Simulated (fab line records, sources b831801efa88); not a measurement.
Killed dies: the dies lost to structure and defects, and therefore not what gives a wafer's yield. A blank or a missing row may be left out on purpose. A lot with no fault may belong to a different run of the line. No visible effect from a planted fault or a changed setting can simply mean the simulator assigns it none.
A struck lot beside a sound one | flow sky130 | 20 steps out of a route of 708
Sound: the wafers L347.2, L347.5, L347.6. Struck: wafers L340.1, L340.2, L340.4. The cause comes at the end.
Order at every step that has rows: each side's tool, ch and its chambers, its first start. Under that, the readings that differ: sound wafers | struck wafers | difference of the means | sigmas: that difference in standard deviations of wafers without a fault.
alike: a reading whose means differ by less than 2 such deviations, as well as words and numbers matching on both sides. not compared: withheld readings; readings where some wafer has no value; bounds like >300 that might hide an equal value; numbers whose values overlap and for which the record gives no deviation.
Wherever a step has rows on one side only, a row that says differs or no value, or a row with sigmas, the two part there. Non-overlapping numbers with no deviation appear without sigmas and do not part them. A reading that every wafer of one side lacks parts them only if that side has two wafers or more.

first, 1 step without rows for these wafers: SKY_POLY_GATE_CVD_03 (deposits Si3N4 from DCS/NH3, target thk 75 nm, time 1290 s).
SKY_POLY_GATE_THK_MEAS_04:
  sound on film-metro-02 at day 23 09:10; struck on film-metro-04 at day 21 14:19
  reading                   | sound          | struck         | difference | sigmas
  POLY_GATE_CVD_03_THK (nm) | 76.9 77.0 76.6 | 74.7 74.6 74.8 | -2.1       | -3
then, 8 steps without rows for these wafers: SKY_POLY_GATE_DEHYDRATE_05 (time 60 s); SKY_POLY_GATE_HMDS_06 (prime time 60 s); SKY_POLY_GATE_COAT_07 (resist thk 110 nm); SKY_POLY_GATE_COAT_08 (resist thk 450 nm); SKY_POLY_GATE_SOFTBAKE_09 (time 90 s); SKY_POLY_GATE_EXPOSE_10 (exposes mask P1M, target cd 150 nm); SKY_POLY_GATE_PEB_11; SKY_POLY_GATE_DEVELOP_12 (develop time 60 s).
SKY_POLY_GATE_CD_MEAS_13 targets a cd of 150 nm.
  sound on cd-sem-02 at day 24 14:35; struck on cd-sem-02 at day 22 21:11
  alike: cd-nm
SKY_POLY_GATE_OVL_MEAS_14:
  sound on overlay-01 at day 24 14:42; struck on overlay-01 at day 22 21:18
  alike: POLY_GATE_OVL
SKY_POLY_GATE_ETCH_15: etches BARC in N2/H2, stops on SiO2, time 118.5 s, target depth 110 nm.
  sound on rie-diel-02 ch 1,2,3, day 24 14:44; struck on rie-diel-03 ch 1,2,3, day 22 21:20
  no value came back on the struck wafers for any of 5 readings (bias-w (W), chamber-pressure-mTorr (mTorr) and others); on the sound wafers bias-w (W) reads 99.95 100.63 100.32
  reading                                          | sound             | struck            | difference | sigmas
  model.KrF-thick_of_POLY_GATE_COAT_08.thk-nm (nm) | 344.1 340.9 343.9 | 436.4 436.5 435.9 | +93.3      |
  not compared: rf-hours-counter-h
SKY_POLY_GATE_ETCH_16: etches Si3N4 in CH3F/O2, stops on poly-Si, time 147.5 s, target depth 75 nm.
  sound on rie-diel-02 ch 1,2,3, day 24 14:49; struck on rie-diel-03 ch 1,2,3, day 22 21:25
  reading                | sound                | struck               | difference | sigmas
  oes-product-au (a.u.)  | 0.647 0.651 0.644    | 0.375 0.384 0.379    | -0.268     | -56
  throttle-valve-pct (%) | 10.534 10.517 10.531 | 10.488 10.495 10.499 | -0.033     | -4
  alike: O2_flow_sccm, bias-w, ch3f-flow-sccm, drypump-motor-current-A
  not compared: rf-hours-counter-h, model.POLY_GATE.cd-nm
SKY_POLY_GATE_ETCH_17: etches poly-Si in HBr/Cl2, stops on SiO2, target depth 180 nm, time 70.5 s.
  sound on rie-si-01 ch 0,1,3, day 24 14:55; struck on rie-si-01 ch 0,1,2, day 22 21:31
  reading                                          | sound                | struck             | difference | sigmas
  bias-w (W)                                       | 100.21 100.16 100.78 | 99.27 100.34 99.53 | -0.67      | -2
  oes-product-au (a.u.)                            | 0.988 0.981 0.992    | 0.278 0.267 0.263  | -0.718     | -99 or more
  model.KrF-thick_of_POLY_GATE_COAT_08.thk-nm (nm) | 140.7 136.3 138.5    | 233.1 231.6 232.5  | +93.9      |
  alike: HBr_flow_sccm, drypump-motor-current-A, he-backside-leak-sccm, mfc-cl2-sccm, throttle-valve-pct
  not compared: rf-hours-counter-h, model.POLY_GATE.cd-nm
SKY_POLY_GATE_STRIP_18: strips in O2/N2.
  sound on plasma-asher-02 ch 0,1, day 24 14:58; struck on plasma-asher-02 ch 0,1, day 22 21:34
  reading                      | sound             | struck            | difference | sigmas
  oes-product-au (a.u.)        | 0.360 0.358 0.362 | 0.400 0.403 0.404 | +0.042     | +8
  strip-time-to-endpoint-s (s) | 3.17 3.11 3.14    | 4.18 4.15 4.16    | +1.02      | +32
  alike: drypump-motor-current-A
  not compared: rf-hours-counter-h
then, 2 steps without rows for these wafers: SKY_POLY_GATE_CLEAN_19 (cleans in SC1/SC2, time 150 s); SKY_POLY_GATE_OXIDATION_20 (stabilise 600 s, purge 300 s, target thk 4 nm).
SKY_POLY_GATE_CD_MEAS_22:
  sound on cd-sem-01 at day 24 16:30; struck on cd-sem-02 at day 22 23:02
  reading    | sound             | struck | difference                    | sigmas
  cd-nm (nm) | 144.8 150.3 150.6 | - - -  | no value on the struck wafers |
then, 1 step without rows for these wafers: SKY_LDD_N_DEHYDRATE_00 (time 60 s).

## WHERE THEY PART
Earliest at SKY_POLY_GATE_THK_MEAS_04; latest, in this record, at SKY_POLY_GATE_CD_MEAS_22.

WHY: what the simulator had put in
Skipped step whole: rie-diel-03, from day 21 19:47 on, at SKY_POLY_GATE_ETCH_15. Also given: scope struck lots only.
